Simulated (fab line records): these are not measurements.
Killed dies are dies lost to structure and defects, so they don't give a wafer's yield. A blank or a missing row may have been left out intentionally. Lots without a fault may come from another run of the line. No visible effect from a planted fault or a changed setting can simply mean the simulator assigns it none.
A lot that was struck, set against a sound lot :: flow sky130 :: 15 out of 708 route steps
Sound: the wafers L584.1, L584.3, L584.5. Wafers L593.1, L593.2, L593.3 were the ones struck. The cause comes at the end.
At each step with rows: each side's tool, then ch and its chambers, then its first start. Under that, the readings that differ: sound wafers :: struck wafers :: difference of the means :: sigmas: that difference in standard deviations of wafers without a fault.
alike: readings whose means differ by less than 2 such deviations, and words and numbers that are the same on both sides. not compared: withheld readings, readings that some wafer has no value for, bounds like >300 that may hide the same value, and numbers for which the record gives no deviation and whose values overlap.
The two part at a step that has a row with sigmas, a row that says differs or no value, or rows on one side only. Numbers that have no deviation but don't overlap get no sigmas and don't part them. A reading missing from all wafers of one side parts the sides only when that side holds two or more wafers.

first, 1 step without rows for these wafers: SKY_VIA4_HDPCVD_00 (deposits SiO2, target thk 1750 nm, time 291.7 s).
SKY_VIA4_THK_MEAS_01:
  sound on film metro-02, day 45 01:21; struck on film metro-01, day 46 18:11
  alike: VIA4_HDPCVD_THK
SKY_VIA4_CMP_02: polishes SiO2.
  sound on cmp-01 ch 2,3, day 45 01:28; struck on cmp-02 ch 1,2,3, day 46 18:18
  alike: motor current A
SKY_VIA4_BOW_MEAS_03:
  sound on film metro-03, day 45 01:43; struck on film metro-01, day 46 18:33
  alike: VIA4_BOW
then, 7 steps without rows for these wafers: SKY_VIA4_DEHYDRATE_04 (time 60 s); SKY_VIA4_HMDS_05 (prime time 60 s); SKY_VIA4_COAT_06 (resist thk 1140 nm); SKY_VIA4_SOFTBAKE_07 (time 60 s); SKY_VIA4_EXPOSE_08 (exposes mask VIM4, target cd 800 nm); SKY_VIA4_PEB_09; SKY_VIA4_DEVELOP_10 (develop time 60 s).
SKY_VIA4_OVL_MEAS_11:
  sound on overlay-02, day 45 23:19; struck on overlay-02, day 47 14:08
  alike: VIA4_OVL
SKY_VIA4_ETCH_12: etches SiO2 in C4F8/O2/Ar, stops on TiN, target depth 580 nm.
  sound on rie diel-01 ch 0,2, day 45 23:20; struck on rie diel-01 ch 0,1,2, day 47 14:11
reading: rf fwd power W (W)
sound: 1491 1493 1495
struck: 1251 1255 1242
difference: -244
sigmas: -48
  alike: bias w, chamber pressure mTorr, oes product au
  not compared: model.NOVOLAK_of_VIA4_COAT_06.thk nm
SKY_VIA4_STRIP_13: strips in O2/N2.
  sound on plasma asher-02 ch 0,1, day 45 23:25; struck on plasma asher-04 ch 0,1, day 47 14:15
  alike: chamber pressure mTorr, drypump motor current A, n2 flow sccm, oes product au, strip time to endpoint s
  not compared: rf hours counter h
then, 1 step without rows for these wafers: SKY_PAD_OPEN_PROBE_99.

WHERE THEY PART
Only at SKY_VIA4_ETCH_12, within this record. Later steps at which nothing parts them and some readings are alike: SKY_VIA4_STRIP_13.

WHY: what had been put in by the simulator
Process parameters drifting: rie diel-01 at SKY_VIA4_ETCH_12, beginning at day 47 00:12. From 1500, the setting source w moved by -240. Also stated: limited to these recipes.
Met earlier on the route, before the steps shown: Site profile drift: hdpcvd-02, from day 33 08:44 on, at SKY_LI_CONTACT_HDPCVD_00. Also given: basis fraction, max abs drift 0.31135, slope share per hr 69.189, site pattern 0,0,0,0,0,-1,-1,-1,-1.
